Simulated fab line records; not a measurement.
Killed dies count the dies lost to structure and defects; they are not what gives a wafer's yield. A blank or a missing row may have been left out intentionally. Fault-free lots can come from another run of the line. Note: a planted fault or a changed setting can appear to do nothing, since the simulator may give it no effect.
What tool caused it? | flow gf180mcu | Sampling: 14 lots, 42 wafers, 5 of 602 route steps

WHAT THE GAUGES SHOWED, per wafer
GF_V1_CD_MEAS_14: target cd 260 nm.
lot  | measured     | on        | cd nm (nm)
L809 | day 18 02:41 | cd sem-01 | 259.5 259.7 258.9
L810 | day 18 13:03 | cd sem-02 | 258.9 260.0 259.1
L811 | day 19 10:30 | cd sem-01 | 261.7 261.2 262.7
L812 | day 19 13:38 | cd sem-02 | 260.2 260.0 260.9
L816 | day 21 00:46 | cd sem-01 | 261.8 260.2 261.1
L817 | day 21 04:37 | cd sem-02 | 262.6 261.3 261.1
L824 | day 23 20:59 | cd sem-02 | 260.1 259.4 260.6
L826 | day 24 13:43 | cd sem-02 | 260.8 260.4 259.9
L827 | day 25 00:40 | cd sem-01 | 261.2 260.1 261.1
L828 | day 25 12:30 | cd sem-01 | 258.7 259.3 259.1
L829 | day 25 14:08 | cd sem-01 | 260.8 259.6 260.6
L830 | day 25 16:29 | cd sem-01 | 260.9 263.1 261.5
L831 | day 26 06:38 | cd sem-01 | 260.4 260.8 260.2
L832 | day 26 15:49 | cd sem-01 | 258.6 259.9 258.6

GF_V2_THK_MEAS_03.
lot  | measured     | on            | V2_CVD_02_THK (nm)
L809 | day 19 05:30 | film metro-04 | 846 856 866
L810 | day 19 16:54 | film metro-01 | 842 847 849
L811 | day 20 13:30 | film metro-02 | 828 837 850
L812 | day 20 16:30 | film metro-01 | 860 838 847
L816 | day 22 03:18 | film metro-04 | 268 846 869 268 846 868
L817 | day 22 06:59 | film metro-04 | 275 861 849 275 860 848
L824 | day 24 21:44 | film metro-04 | 840 855 861
L826 | day 25 14:04 | film metro-01 | 839 859 866
L827 | day 26 01:02 | film metro-01 | 830 845 847
L828 | day 26 12:24 | film metro-04 | 843 854 861
L829 | day 26 15:13 | film metro-04 | 855 849 860
L830 | day 26 16:25 | film metro-04 | 847 863 860
L831 | day 27 06:32 | film metro-01 | 835 835 862
L832 | day 27 14:53 | film metro-04 | 849 837 858

WHICH TOOL RAN EACH LOT (tool, then ch and the chambers of the sampled wafers, then the start)
lot  | GF_V1_ETCH_16                      | GF_V1_STRIP_18                       | GF_V2_CVD_02
L809 | rie diel-02 ch 0,1,2, day 18 02:50 | plasma asher-04 ch 0,1, day 18 02:58 | pecvd-02 ch 0,1,2, day 19 05:25
L810 | rie diel-01 ch 0,2,3, day 18 13:10 | plasma asher-04 ch 0,1, day 18 13:20 | pecvd-02 ch 0,1,2, day 19 16:49
L811 | rie diel-04 ch 0,3, day 19 10:40   | plasma asher-03 ch 1, day 19 10:47   | pecvd-03 ch 0,1,2, day 20 13:26
L812 | rie diel-02 ch 2,3, day 19 13:44   | plasma asher-04 ch 0,1, day 19 13:53 | pecvd-03 ch 0,1,2, day 20 16:26
L816 | rie diel-01 ch 0,1,3, day 21 00:55 | plasma asher-03 ch 0,1, day 21 01:03 | pecvd-02 ch 0,1,2, day 22 03:14
L817 | rie diel-04 ch 2,3, day 21 04:44   | plasma asher-03 ch 0,1, day 21 04:53 | pecvd-02 ch 0,2, day 22 06:54
L824 | rie diel-04 ch 0,3, day 23 21:07   | plasma asher-02 ch 0,1, day 23 21:15 | pecvd-01 ch 1,2, day 24 21:40
L826 | rie diel-01 ch 0,3, day 24 13:51   | plasma asher-04 ch 0,1, day 24 13:59 | pecvd-01 ch 0,2, day 25 13:59
L827 | rie diel-02 ch 0,1,3, day 25 00:47 | plasma asher-04 ch 0,1, day 25 00:56 | pecvd-02 ch 0,1, day 26 00:57
L828 | rie diel-01 ch 0,2,3, day 25 12:39 | plasma asher-04 ch 0,1, day 25 12:47 | pecvd-02 ch 0,2, day 26 12:20
L829 | rie diel-04 ch 1,3, day 25 14:17   | plasma asher-04 ch 0,1, day 25 14:25 | pecvd-03 ch 0,2, day 26 15:09
L830 | rie diel-02 ch 0,1, day 25 16:38   | plasma asher-04 ch 0, day 25 16:46   | pecvd-02 ch 1,2, day 26 16:20
L831 | rie diel-02 ch 0,3, day 26 06:47   | plasma asher-03 ch 0,1, day 26 06:58 | pecvd-02 ch 0,1,2, day 27 06:28
L832 | rie diel-04 ch 0,1,2, day 26 15:57 | plasma asher-02 ch 0, day 26 16:05   | pecvd-01 ch 0,1, day 27 14:49
- GF_V1_ETCH_16: etches BARC in N2/H2.
- GF_V1_STRIP_18: strips in O2/N2.
- GF_V2_CVD_02: deposits SiO2 from TEOS, target thk 850 nm, time 94.851 s.

WHAT THE TOOLS THEMSELVES READ (means of the sampled wafers that have a number; where no wafer has one, the mark that the record gives instead)
GF_V1_ETCH_16.
lot  | tool        | bias w (W) | chamber pressure mTorr (mTorr) | drypump motor current A (A) | h2 flow sccm (sccm) | oes product au (a.u.) | throttle valve pct (%)
L809 | rie diel-02 | 100.0      | 29.995                         | 5.6                         | 199.8               | 0.854                 | 13.232
L810 | rie diel-01 | 100.1      | 29.981                         | 5.5                         | 199.8               | 0.853                 | 13.229
L811 | rie diel-04 | 100.0      | 29.994                         | 6.4                         | 200.3               | 0.854                 | 13.215
L812 | rie diel-02 | 99.8       | 29.984                         | 5.2                         | 200.2               | 0.853                 | 13.223
L816 | rie diel-01 | 100.0      | 29.986                         | 5.4                         | 199.5               | 0.851                 | 13.233
L817 | rie diel-04 | 99.9       | 29.984                         | 6.0                         | 200.1               | 0.860                 | 13.223
L824 | rie diel-04 | 100.1      | 29.983                         | 6.4                         | 200.0               | 0.855                 | 13.239
L826 | rie diel-01 | 99.7       | 30.012                         | 5.5                         | 200.2               | 0.852                 | 13.223
L827 | rie diel-02 | 100.0      | 30.010                         | 5.6                         | 199.8               | 0.853                 | 13.229
L828 | rie diel-01 | 100.1      | 29.990                         | 5.5                         | 200.5               | 0.857                 | 13.226
L829 | rie diel-04 | 100.3      | 29.969                         | 5.4                         | 200.2               | 0.854                 | 13.223
L830 | rie diel-02 | 99.9       | 30.007                         | 5.8                         | 200.3               | 0.857                 | 13.230
L831 | rie diel-02 | 100.0      | 29.991                         | 5.7                         | 199.6               | 0.856                 | 13.224
L832 | rie diel-04 | 99.8       | 30.003                         | 5.6                         | 199.7               | 0.853                 | 13.229

GF_V1_STRIP_18.
lot  | tool            | chamber pressure mTorr (mTorr) | drypump motor current A (A) | heater power w (W) | oes product au (a.u.)
L809 | plasma asher-04 | 1499.2                         | 5.5                         | 358                | 0.592
L810 | plasma asher-04 | 1501.6                         | 5.5                         | 364                | 0.594
L811 | plasma asher-03 | 1499.6                         | 6.3                         | 328                | 0.590
L812 | plasma asher-04 | 1499.4                         | 5.3                         | 407                | 0.596
L816 | plasma asher-03 | 1499.7                         | 6.1                         | 323                | 0.592
L817 | plasma asher-03 | 1499.9                         | 5.9                         | 318                | 0.594
L824 | plasma asher-02 | 1501.6                         | 5.3                         | 304                | 0.593
L826 | plasma asher-04 | 1498.9                         | 5.5                         | 358                | 0.594
L827 | plasma asher-04 | 1500.7                         | 5.5                         | 355                | 0.594
L828 | plasma asher-04 | 1500.0                         | 5.3                         | 413                | 0.591
L829 | plasma asher-04 | 1499.3                         | 5.5                         | 359                | 0.583
L830 | plasma asher-04 | 1500.5                         | 5.6                         | 309                | 0.594
L831 | plasma asher-03 | 1499.0                         | 6.1                         | 321                | 0.591
L832 | plasma asher-02 | 1500.4                         | 5.4                         | 317                | 0.592

GF_V2_CVD_02.
lot  | tool     | heater power w (W)
L809 | pecvd-02 | 552
L810 | pecvd-02 | 542
L811 | pecvd-03 | 644
L812 | pecvd-03 | 653
L816 | pecvd-02 | 588
L817 | pecvd-02 | 498
L824 | pecvd-01 | 640
L826 | pecvd-01 | 590
L827 | pecvd-02 | 592
L828 | pecvd-02 | 514
L829 | pecvd-03 | 536
L830 | pecvd-02 | 602
L831 | pecvd-02 | 544
L832 | pecvd-01 | 619

THE ANSWER, worked out from the rows above alone
Rule: the usual values come from the lots themselves. The widest of any qualifying gaps counts: lots, ordered by their means at a reading, are off when they make up no more than a third of the lots, leave a main group of 4 or more, and stand apart from it by 3 or more times the standard deviation of that group's means. The tables above print the reading to a certain number of digits; a main group whose means all agree to those digits is not used. Also off: a lot with no number at a reading for which 4 or more lots have one. Any other lot the step has rows for is counted as sound. First the gauges in route order, then the tools' own readings, where a lot's mean is used as printed above. At the first step where some lot is off, the reading lying furthest off is the one used; lots without a number count as furthest.
Off: L816, L817, at GF_V2_THK_MEAS_03 (V2_CVD_02_THK). For the main group the mean is 849 nm and the standard deviation 5.9.
If a tool, at a process step before that reading, ran all the lots that are off and no sound lot after the first of them, it fits. Those tools and the gauges at GF_V2_THK_MEAS_03 are tried in the same way. Not one of the candidates tried fits.

WHAT THE SIMULATOR PUT IN
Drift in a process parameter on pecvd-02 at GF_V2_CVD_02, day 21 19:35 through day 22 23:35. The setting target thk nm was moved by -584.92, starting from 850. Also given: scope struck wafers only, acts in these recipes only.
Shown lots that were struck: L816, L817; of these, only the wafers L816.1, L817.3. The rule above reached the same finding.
